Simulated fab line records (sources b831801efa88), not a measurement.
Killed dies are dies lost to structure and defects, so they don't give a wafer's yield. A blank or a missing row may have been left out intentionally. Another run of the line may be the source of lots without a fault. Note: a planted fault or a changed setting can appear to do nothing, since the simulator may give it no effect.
Comparing a struck lot with a sound one ; flow sfqLine ; 42 out of 325 route steps
Sound: the wafers L860.3, L860.5, L860.6. Struck: wafers L868.4, L868.6. (L868.5 of the same lot was not struck and is left out.) The cause comes at the end.
At each step with rows: each side's tool, then ch and its chambers, then its first start. Under that, the readings that differ: sound wafers ; struck wafers ; difference of the means ; sigmas: that difference in standard deviations of wafers without a fault.
alike: same words and numbers on both sides, and readings whose means sit less than 2 such deviations apart. not compared: any withheld reading, any reading some wafer has no value for, any bound like >300 that may hide the same value, and any number with overlapping values for which the record gives no deviation.
The two part at a step that has a row with sigmas, a row that says differs or no value, or rows on one side only. Non-overlapping numbers with no deviation appear without sigmas and do not part them. Lack of a reading on every wafer of one side parts them only where that side has two or more wafers.

first, 6 steps without rows for these wafers: SFQ_TRILAYER_I2_VIA_LITHO_COAT_072 (resist thk 62 nm); SFQ_TRILAYER_I2_VIA_LITHO_COAT_067 (resist thk 650 nm); SFQ_TRILAYER_I2_VIA_LITHO_SOFTBAKE_071; SFQ_TRILAYER_I2_VIA_LITHO_EXPOSE_068 (exposes mask I2, target cd 500 nm); SFQ_TRILAYER_I2_VIA_LITHO_PEB_070 (peb time 60 s); SFQ_TRILAYER_I2_VIA_LITHO_DEVELOP_069 (time 60 s).
SFQ_I2_OVL_MEAS_918:
  sound: overlay-01 at day 44 15:38; struck: overlay-02 at day 45 16:43
reading;sound;struck;difference;sigmas
I2_OVL (nm);-15 -8 -10;1 9;+16;+3
then, 2 steps without rows for these wafers: SFQ_TRILAYER_I2_VIA_BARC_OPEN_VIA_ETCH_096 (etches BARC in O2, target depth 125 nm, time 41.7 s); SFQ_TRILAYER_I2_VIA_ETCH_VIA_ETCH_070 (etches SiO2 in CHF3, stops on Nb, target depth 260 nm).
SFQ_TRILAYER_I2_VIA_STRIP_STRIP_071: strips in O2.
  sound on rieMetal-02 ch 0,1, day 44 16:01; struck on rieMetal-02 ch 0, day 45 17:29
  alike: drypumpMotorCurrentA, oesProductAu
  not compared: rfHoursCounterH
then, 2 steps without rows for these wafers: SFQ_TRILAYER_I2_VIA_STRIP_SOLV_CLEAN_072 (cleans in NMP, time 600 s); SFQ_TRILAYER_M3_DEP_PRE_CLEAN_074 (time 22.5 s).
SFQ_TRILAYER_M3_DEP_SPUTTER_073: material Nb, target thk 200 nm, time 133.3 s.
  sound: pvdSputter-06 at day 44 16:37; struck: pvdSputter-06 at day 45 18:28
reading;sound;struck;difference;sigmas
model.Nb_of_TRILAYER_M3_DEP_SPUTTER_073.thkNm (nm);200.7 201 199.5;187 187.2;-13;
  alike: throttleValvePct
SFQ_M3_RS_MEAS_919: uses a four-point probe to measure.
  sound: filmMetro-01 at day 44 16:44; struck: filmMetro-01 at day 45 18:37
reading;sound;struck;difference;sigmas
M3_NB_RS (ohm/sq);0.889 0.885 0.893;0.954 0.952;+0.064;+8
then, 6 steps without rows for these wafers: SFQ_TRILAYER_M3_LITHO_COAT_080 (resist thk 62 nm); SFQ_TRILAYER_M3_LITHO_COAT_075 (resist thk 600 nm); SFQ_TRILAYER_M3_LITHO_SOFTBAKE_079; SFQ_TRILAYER_M3_LITHO_EXPOSE_076 (exposes mask M3, target cd 500 nm); SFQ_TRILAYER_M3_LITHO_PEB_078 (peb time 60 s); SFQ_TRILAYER_M3_LITHO_DEVELOP_077 (time 60 s).
-- the record jumps here: 5 days lie between the struck wafers' starts before and after --
SFQ_M3_OVL_MEAS_921:
  sound: overlay-02 at day 50 00:49; struck: overlay-02 at day 50 20:49
  alike: M3_OVL
then, 1 step without rows for these wafers: SFQ_TRILAYER_M3_BARC_OPEN_METAL_ETCH_100 (etches BARC in O2, target depth 125 nm, time 41.7 s).
SFQ_TRILAYER_M3_ETCH_METAL_ETCH_078: etches Nb in Cl2/Ar, stops on SiO2, target depth 240 nm, time 120 s.
  sound on rieMetal-01 ch 0,1, day 50 00:56; struck on rieMetal-01 ch 0,1, day 50 20:56
reading;sound;struck;difference;sigmas
oesProductAu (a.u.);0.888 0.892 0.895;0.860 0.864;-0.030;-5
  alike: drypumpMotorCurrentA
  not compared: rfHoursCounterH
then, 2 steps without rows for these wafers: SFQ_TRILAYER_M3_STRIP_STRIP_079 (strips in O2); SFQ_TRILAYER_M3_STRIP_SOLV_CLEAN_080 (cleans in NMP, time 600 s).
SFQ_TRILAYER_I3_DEP_PECVD_081: deposits SiO2 from SiH4/N2O, time 111.11 s, target thk 500 nm.
  sound on pecvd-03 ch 0,1,2, day 50 01:48; struck on pecvd-03 ch 1,2, day 50 21:50
  alike: heaterPowerW, showerheadVppV, throttleValvePct
SFQ_TRILAYER_I3_CMP_CMP_082: polishes SiO2.
  sound on cmp-01 ch 0,2,3, day 50 03:22; struck on cmp-02 ch 0, day 51 08:02
reading;sound;struck;difference;sigmas
motorCurrentA (A);11.4 11.2 8.6;13.3 13.1;+2.8;+2
timeToEndpointS (s);208 219 213;232 229;+17;+3
  alike: headPressurePsi
SFQ_I3_BOW_MEAS_922:
  sound: filmMetro-04 at day 50 04:55; struck: filmMetro-02 at day 51 10:36
  alike: I3_BOW
SFQ_TRILAYER_I3_METRO_MEASURE_083:
  sound: filmMetro-04 at day 50 05:23; struck: filmMetro-02 at day 51 11:16
  alike: thkNm
then, 6 steps without rows for these wafers: SFQ_TRILAYER_I3_VIA_LITHO_COAT_090 (resist thk 62 nm); SFQ_TRILAYER_I3_VIA_LITHO_COAT_085 (resist thk 650 nm); SFQ_TRILAYER_I3_VIA_LITHO_SOFTBAKE_089; SFQ_TRILAYER_I3_VIA_LITHO_EXPOSE_086 (exposes mask I3, target cd 500 nm); SFQ_TRILAYER_I3_VIA_LITHO_PEB_088 (peb time 60 s); SFQ_TRILAYER_I3_VIA_LITHO_DEVELOP_087 (time 60 s).
-- the record jumps here: 5 days lie between the struck wafers' starts before and after --
SFQ_I3_OVL_MEAS_923:
  sound: overlay-01 at day 50 08:28; struck: overlay-02 at day 56 09:11
  alike: I3_OVL
then, 1 step without rows for these wafers: SFQ_TRILAYER_I3_VIA_BARC_OPEN_VIA_ETCH_121 (etches BARC in O2, target depth 125 nm, time 41.7 s).
SFQ_TRILAYER_I3_VIA_ETCH_VIA_ETCH_088: etches SiO2 in CHF3, stops on Nb, target depth 260 nm.
  sound on rieDiel-03 ch 0,1,3, day 50 08:31; struck on rieDiel-03 ch 0,1, day 56 09:15
reading;sound;struck;difference;sigmas
oesProductAu (a.u.);0.846 0.852 0.840;0.865 0.855;+0.014;+3
  alike: drypumpMotorCurrentA
then, 3 steps without rows for these wafers: SFQ_TRILAYER_I3_VIA_STRIP_STRIP_089 (strips in O2); SFQ_TRILAYER_I3_VIA_STRIP_SOLV_CLEAN_090 (cleans in NMP, time 600 s); SFQ_TRILAYER_M4_DEP_PRE_CLEAN_092 (time 22.5 s).
-- the record jumps here: 37 days lie between the struck wafers' starts before and after --
SFQ_M8_BOW_MEAS_951:
  sound: filmMetro-03 at day 90 18:39; struck: filmMetro-04 at day 93 06:16
reading;sound;struck;difference;sigmas
model.etest.m3.ohmUm;1.773 1.767 1.777;1.893 1.897;+0.123;
model.etest.i2.linkOhm;1.966 1.972 1.972;2.051 2.041;+0.076;
model.etest.m3.ohmSq;0.8872 0.8858 0.8922;0.952 0.9509;+0.063;
model.etest.i3.linkOhm;1.977 1.957 1.974;2.007 2.008;+0.038;
  alike: M8_BOW

== WHERE THEY PART ==
At SFQ_I2_OVL_MEAS_918 first; at SFQ_TRILAYER_I3_VIA_ETCH_VIA_ETCH_088 last (within this record only). Later steps at which nothing parts them and some readings are alike: SFQ_M8_BOW_MEAS_951.

WHY: what the simulator had put in
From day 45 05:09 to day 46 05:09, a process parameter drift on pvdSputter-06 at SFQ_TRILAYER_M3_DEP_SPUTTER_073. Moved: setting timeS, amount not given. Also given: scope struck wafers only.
